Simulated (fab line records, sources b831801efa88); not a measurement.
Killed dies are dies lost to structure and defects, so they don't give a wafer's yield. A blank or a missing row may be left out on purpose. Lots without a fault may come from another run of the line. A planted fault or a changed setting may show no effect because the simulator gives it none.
Problem report in the 8D (eight disciplines) form, filled by code | flow sfq_line | the parts of the form that need people (team, actions taken, sign-off) are left out

1. THE PROBLEM
run_length_s at SFQ_TRILAYER_I7_VIA_BARC_OPEN_VIA_ETCH_260 reads a mean of 73.6 s on 3 wafers of 3 lots; wafers without a fault read 70.1 s with a standard deviation of 0.41. That is +8.5 standard deviations from the usual mean.
The step: etches BARC in O2, target depth 125 nm, time 41.7 s.
First seen on wafer L266.1, day 87 23:07, on rie_diel-01. The record holds 21 wafers of 7 lots with a number at this step. Rule for "out", or "out of limits": more than 4 standard deviations from the usual mean. The other wafers with a number count as sound.

2. WHAT IT IS AND WHAT IT IS NOT
question                    | is                           | is not
which readings at this step | run_length_s, oes_product_au | drypump_motor_current_A
which lots                  | L266, L268, L270             | L251, L256, L271, L272
which wafers of those lots  | L266.1, L268.1, L270.3       | L266.3, L266.5, L268.3, L268.5, L270.1, L270.4
read on which tools         | rie_diel-01                  | rie_diel-02, rie_diel-03
when                        | from day 87 23:07            | up to then (8 sound wafers); but 10 sound wafers of L268, L270, L271, L272 came after

3. SUSPECTS, AND WHAT RULES EACH OUT
Counting: a tool at a process step up to the reading stays a suspect if it ran every lot that is out. Sound lots after the first of them don't rule it out here, since some wafers of a struck lot are sound.
- rie_diel-01 at SFQ_TRILAYER_I7_VIA_BARC_OPEN_VIA_ETCH_260 (etches BARC in O2, target depth 125 nm, time 41.7 s): kept. It ran every lot that is out, first L266 (day 87 23:07); its last sound lot up to then is L256 (day 78 03:29). Its own readings are out on those wafers: oes_product_au, run_length_s.
- Within rie_diel-01 at SFQ_TRILAYER_I7_VIA_BARC_OPEN_VIA_ETCH_260: the wafers that are out ran in chamber 1; their sound lot-mates ran in chambers 2, 3.
Left after counting: rie_diel-01 at SFQ_TRILAYER_I7_VIA_BARC_OPEN_VIA_ETCH_260.

4. THE CAUSE (what the simulator had put in)
Process parameter drift: rie_diel-01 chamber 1, from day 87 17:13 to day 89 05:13, at SFQ_TRILAYER_I7_VIA_BARC_OPEN_VIA_ETCH_260. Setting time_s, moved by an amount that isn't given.
Counting left only this tool.

5. THE CHAIN OF EFFECTS, in route order
Each row: a reading whose mean over the struck wafers that have a number lies more than 3 standard deviations from the usual. Only readings for which the record gives a usual standard deviation are gone through. hours: the time from each lot's start at the first step in this table that gives one to its start at this step, as a median over the lots. sigmas: the change in usual standard deviations.
hours | step                                       | reading        | usual      | on struck wafers | change | sigmas
0     | SFQ_TRILAYER_I7_VIA_BARC_OPEN_VIA_ETCH_260 | oes_product_au | 0.684 a.u. | 0.655            | -0.029 | -6.6
0     | SFQ_TRILAYER_I7_VIA_BARC_OPEN_VIA_ETCH_260 | run_length_s   | 70.1 s     | 73.6             | +3.5   | +8.5
The process steps in it:
- SFQ_TRILAYER_I7_VIA_BARC_OPEN_VIA_ETCH_260: etches BARC in O2, target depth 125 nm, time 41.7 s.

6. WHAT WOULD HAVE CAUGHT IT SOONER
In this record the first reading out of limits was taken at day 87 23:07, 6 hours after the fault began at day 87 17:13.
